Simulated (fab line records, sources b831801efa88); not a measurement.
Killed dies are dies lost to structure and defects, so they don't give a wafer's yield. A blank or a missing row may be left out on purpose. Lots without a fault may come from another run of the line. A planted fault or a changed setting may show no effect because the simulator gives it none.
A struck lot beside a sound one | flow sky130 | 43 steps out of a route of 708
Sound: wafers L356.2, L356.3, L356.6. Struck: wafer L362.3. (L362.1, L362.4 of the same lot were not struck and are left out.) The cause comes at the end.
At each step with rows: each side's tool, then ch and its chambers, then its first start. Under that, the readings that differ: sound wafers | struck wafers | difference of the means | sigmas: that difference in standard deviations of wafers without a fault.
alike: readings whose means differ by less than 2 such deviations, and words and numbers that are the same on both sides. not compared: withheld readings, readings that some wafer has no value for, bounds like >300 that may hide the same value, and numbers for which the record gives no deviation and whose values overlap.
The two part at a step that has a row with sigmas, a row that says differs or no value, or rows on one side only. Numbers that don't overlap but have no deviation are shown without sigmas and don't part them. A reading that every wafer of one side lacks parts them only if that side has two wafers or more.

first, 8 steps without rows for these wafers: SKY_POLY_GATE_DEHYDRATE_05 (time 60 s); SKY_POLY_GATE_HMDS_06 (prime time 60 s); SKY_POLY_GATE_COAT_07 (resist thk 110 nm); SKY_POLY_GATE_COAT_08 (resist thk 450 nm); SKY_POLY_GATE_SOFTBAKE_09 (time 90 s); SKY_POLY_GATE_EXPOSE_10 (exposes mask P1M, target cd 150 nm); SKY_POLY_GATE_PEB_11; SKY_POLY_GATE_DEVELOP_12 (develop time 60 s).
SKY_POLY_GATE_CD_MEAS_13: target cd 150 nm.
  sound on cd_sem-01, day 16 16:04; struck on cd_sem-01, day 18 23:01
  alike: cd_nm
SKY_POLY_GATE_OVL_MEAS_14:
  sound on overlay-02, day 16 16:10; struck on overlay-02, day 18 23:08
  alike: POLY_GATE_OVL
SKY_POLY_GATE_ETCH_15: etches BARC in N2/H2, stops on SiO2, time 118.5 s, target depth 110 nm.
  sound on rie_diel-01 ch 1,2, day 16 16:11; struck on rie_diel-03 ch 3, day 18 23:10
  alike: drypump_motor_current_A, h2_flow_sccm, oes_product_au, throttle_valve_pct
  not compared: rf_hours_counter_h
SKY_POLY_GATE_ETCH_16: etches Si3N4 in CH3F/O2, stops on poly-Si, time 147.5 s, target depth 75 nm.
  sound on rie_diel-01 ch 1,2, day 16 16:17; struck on rie_diel-03 ch 3, day 18 23:15
  reading                | sound                | struck | difference | sigmas
  throttle_valve_pct (%) | 10.538 10.539 10.543 | 10.521 | -0.019     | -2
  alike: drypump_motor_current_A, oes_product_au
  not compared: rf_hours_counter_h
SKY_POLY_GATE_ETCH_17: etches poly-Si in HBr/Cl2, stops on SiO2, target depth 180 nm, time 70.5 s.
  sound on rie_si-02 ch 0,1,2, day 16 16:23; struck on rie_si-01 ch 1, day 18 23:21
  alike: drypump_motor_current_A, oes_product_au, throttle_valve_pct
  not compared: rf_hours_counter_h
SKY_POLY_GATE_STRIP_18: strips in O2/N2.
  sound on plasma_asher-02 ch 0, day 16 16:26; struck on plasma_asher-01 ch 1, day 18 23:24
  reading                      | sound             | struck | difference | sigmas
  strip_time_to_endpoint_s (s) | 3.114 3.149 3.106 | 3.205  | +0.082     | +3
  alike: drypump_motor_current_A, oes_product_au
  not compared: rf_hours_counter_h
then, 2 steps without rows for these wafers: SKY_POLY_GATE_CLEAN_19 (cleans in SC1/SC2, time 150 s); SKY_POLY_GATE_OXIDATION_20 (stabilise 600 s, purge 300 s, target thk 4 nm).
SKY_POLY_GATE_THK_MEAS_21:
  sound on film_metro-03, day 16 19:26; struck on film_metro-04, day 19 02:33
  reading                      | sound          | struck | difference | sigmas
  POLY_GATE_OXIDATION_THK (nm) | 3.80 3.71 3.80 | 4.05   | +0.28      | +3
SKY_POLY_GATE_CD_MEAS_22:
  sound on cd_sem-01, day 16 19:31; struck on cd_sem-02, day 19 02:37
  alike: cd_nm
then, 7 steps without rows for these wafers: SKY_LDD_N_DEHYDRATE_00 (time 60 s); SKY_LDD_N_HMDS_01 (prime time 60 s); SKY_LDD_N_COAT_02 (resist thk 300 nm); SKY_LDD_N_SOFTBAKE_03 (time 60 s); SKY_LDD_N_EXPOSE_04 (exposes mask NTM, target cd 840 nm); SKY_LDD_N_PEB_05; SKY_LDD_N_DEVELOP_06 (develop time 60 s).
SKY_LDD_N_OVL_MEAS_07:
  sound on overlay-01, day 18 00:41; struck on overlay-01, day 20 08:59
  alike: LDD_N_OVL
then, 8 steps without rows for these wafers: SKY_LDD_N_IMPLANT_08; SKY_LDD_N_IMPLANT_09; SKY_LDD_N_IMPLANT_10; SKY_LDD_N_IMPLANT_11; SKY_LDD_N_IMPLANT_12; SKY_LDD_N_IMPLANT_13; SKY_LDD_N_IMPLANT_14; SKY_LDD_N_IMPLANT_15.
SKY_LDD_N_STRIP_16: strips in O2/N2.
  sound on plasma_asher-02 ch 0,1, day 18 01:55; struck on plasma_asher-02 ch 1, day 20 10:13
  alike: drypump_motor_current_A, oes_product_au, strip_time_to_endpoint_s
  not compared: rf_hours_counter_h
SKY_LDD_N_TW_MEAS_17:
  sound on film_metro-02, day 18 02:01; struck on film_metro-02, day 20 10:19
  alike: LDD_N_TW
then, 6 steps without rows for these wafers: SKY_LDD_P_DEHYDRATE_00 (time 60 s); SKY_LDD_P_HMDS_01 (prime time 60 s); SKY_LDD_P_COAT_02 (resist thk 1140 nm); SKY_LDD_P_SOFTBAKE_03 (time 60 s); SKY_LDD_P_EXPOSE_04 (exposes mask PSDM, target cd 380 nm); SKY_LDD_P_PEB_05.
-- the record jumps here: 27 days lie between the struck wafers' starts before and after (it left off in module LDD_P and takes up again in module PAD_OPEN, whose first step shown is number 708 of the route) --
SKY_PAD_OPEN_PROBE_99:
  sound on prober-01, day 46 03:48; struck on prober-01, day 47 11:46
  reading             | sound    | struck | difference | sigmas
  killed_at_front_end | 9 12 11  | 50     | +39        | +9
  killed_dies         | 81 74 85 | 108    | +28        | +3
  alike: killed_at_M0_to_M3, killed_at_M4_up, killed_at_contacts, killed_at_other, killed_open, killed_short

WHERE THEY PART
First at SKY_POLY_GATE_ETCH_16; last, within this record, at SKY_PAD_OPEN_PROBE_99.

WHY: what the simulator had put in
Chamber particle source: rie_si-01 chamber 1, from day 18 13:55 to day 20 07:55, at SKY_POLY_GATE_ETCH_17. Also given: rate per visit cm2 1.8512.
